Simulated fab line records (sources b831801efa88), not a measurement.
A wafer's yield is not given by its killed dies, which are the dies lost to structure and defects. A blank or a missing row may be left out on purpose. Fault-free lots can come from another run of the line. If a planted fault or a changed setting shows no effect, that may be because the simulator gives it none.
Matching of chambers || flow sky130 || rie_diel-02 running SKY_LI_CONTACT_ETCH_15: 4 sister chambers
The step etches PSG in C4F8/O2/Ar, stops on Si, target depth 600 nm. 24 wafers are shown with their chamber, then 12 later ones without.

WAFERS, EACH WITH ITS CHAMBER
{"wafer": "L074.2", "chamber": 2, "oes_product_au (a.u.)": 0.839}
{"wafer": "L074.3", "chamber": 3, "oes_product_au (a.u.)": 0.839}
{"wafer": "L074.5", "chamber": 1, "oes_product_au (a.u.)": 0.833}
{"wafer": "L077.1", "chamber": 2, "oes_product_au (a.u.)": 0.834}
{"wafer": "L077.2", "chamber": 3, "oes_product_au (a.u.)": 0.826}
{"wafer": "L077.3", "chamber": 1, "oes_product_au (a.u.)": 0.841}
{"wafer": "L077.4", "chamber": 0, "oes_product_au (a.u.)": 0.841}
{"wafer": "L077.5", "chamber": 3, "oes_product_au (a.u.)": 0.833}
{"wafer": "L077.6", "chamber": 2, "oes_product_au (a.u.)": 0.833}
{"wafer": "L079.1", "chamber": 2, "oes_product_au (a.u.)": 0.844}
{"wafer": "L079.4", "chamber": 3, "oes_product_au (a.u.)": 0.838}
{"wafer": "L079.6", "chamber": 3, "oes_product_au (a.u.)": 0.840}
{"wafer": "L081.2", "chamber": 0, "oes_product_au (a.u.)": 0.839}
{"wafer": "L081.4", "chamber": 2, "oes_product_au (a.u.)": 0.832}
{"wafer": "L081.5", "chamber": 0, "oes_product_au (a.u.)": 0.834}
{"wafer": "L082.2", "chamber": 0, "oes_product_au (a.u.)": 0.833}
{"wafer": "L082.5", "chamber": 3, "oes_product_au (a.u.)": 0.824}
{"wafer": "L082.6", "chamber": 2, "oes_product_au (a.u.)": 0.830}
{"wafer": "L083.1", "chamber": 3, "oes_product_au (a.u.)": 0.839}
{"wafer": "L083.2", "chamber": 0, "oes_product_au (a.u.)": 0.830}
{"wafer": "L083.3", "chamber": 2, "oes_product_au (a.u.)": 0.830}
{"wafer": "L083.4", "chamber": 1, "oes_product_au (a.u.)": 0.836}
{"wafer": "L083.5", "chamber": 0, "oes_product_au (a.u.)": 0.830}
{"wafer": "L083.6", "chamber": 1, "oes_product_au (a.u.)": 0.843}

SIGNATURES, as means of the wafers listed above
{"reading": "oes_product_au", "chamber 0": 0.83450, "chamber 1": 0.83825, "chamber 2": 0.83457, "chamber 3": 0.83414, "scatter within a chamber": 0.00545}
Rule: a wafer lies at a distance from a chamber equal to the root of the sum of squares, over the readings, of (its reading less the chamber's mean, divided by the reading's scatter). The wafer belongs to the nearest chamber; if the next one is less than 2 further off, it can't be placed. The scatter is the square root of a quotient: the sum, over the shown wafers, of each reading's squared deviation from its chamber's mean, divided by wafers minus chambers.

WAFERS WITHOUT THEIR CHAMBER
{"wafer": "L085.3", "oes_product_au (a.u.)": 0.829}
{"wafer": "L085.5", "oes_product_au (a.u.)": 0.835}
{"wafer": "L085.6", "oes_product_au (a.u.)": 0.834}
{"wafer": "L089.1", "oes_product_au (a.u.)": 0.838}
{"wafer": "L089.2", "oes_product_au (a.u.)": 0.842}
{"wafer": "L089.3", "oes_product_au (a.u.)": 0.840}
{"wafer": "L092.1", "oes_product_au (a.u.)": 0.842}
{"wafer": "L092.3", "oes_product_au (a.u.)": 0.842}
{"wafer": "L092.6", "oes_product_au (a.u.)": 0.840}
{"wafer": "L094.1", "oes_product_au (a.u.)": 0.838}
{"wafer": "L094.3", "oes_product_au (a.u.)": 0.836}
{"wafer": "L094.5", "oes_product_au (a.u.)": 0.840}

WHICH CHAMBER EACH WENT THROUGH
{"wafer": "L085.3", "from the rows above": "can't be placed: 3 or 0 or 2 or 1", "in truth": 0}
{"wafer": "L085.5", "from the rows above": "can't be placed: 2 or 0 or 3 or 1", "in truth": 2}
{"wafer": "L085.6", "from the rows above": "can't be placed: 3 or 0 or 2 or 1", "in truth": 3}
{"wafer": "L089.1", "from the rows above": "can't be placed: 1 or 2 or 0 or 3", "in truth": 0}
{"wafer": "L089.2", "from the rows above": "can't be placed: 1 or 2 or 0 or 3", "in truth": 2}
{"wafer": "L089.3", "from the rows above": "can't be placed: 1 or 2 or 0 or 3", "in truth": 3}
{"wafer": "L092.1", "from the rows above": "can't be placed: 1 or 2 or 0 or 3", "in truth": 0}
{"wafer": "L092.3", "from the rows above": "can't be placed: 1 or 2 or 0 or 3", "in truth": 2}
{"wafer": "L092.6", "from the rows above": "can't be placed: 1 or 2 or 0 or 3", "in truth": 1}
{"wafer": "L094.1", "from the rows above": "can't be placed: 1 or 2 or 0 or 3", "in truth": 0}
{"wafer": "L094.3", "from the rows above": "can't be placed: 2 or 0 or 3 or 1", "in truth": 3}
{"wafer": "L094.5", "from the rows above": "can't be placed: 1 or 2 or 0 or 3", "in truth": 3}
Placed correctly: 0 of 12. From these rows, 12 cannot be placed; in 12 the true chamber is one of the candidates. 0 placed wrongly.
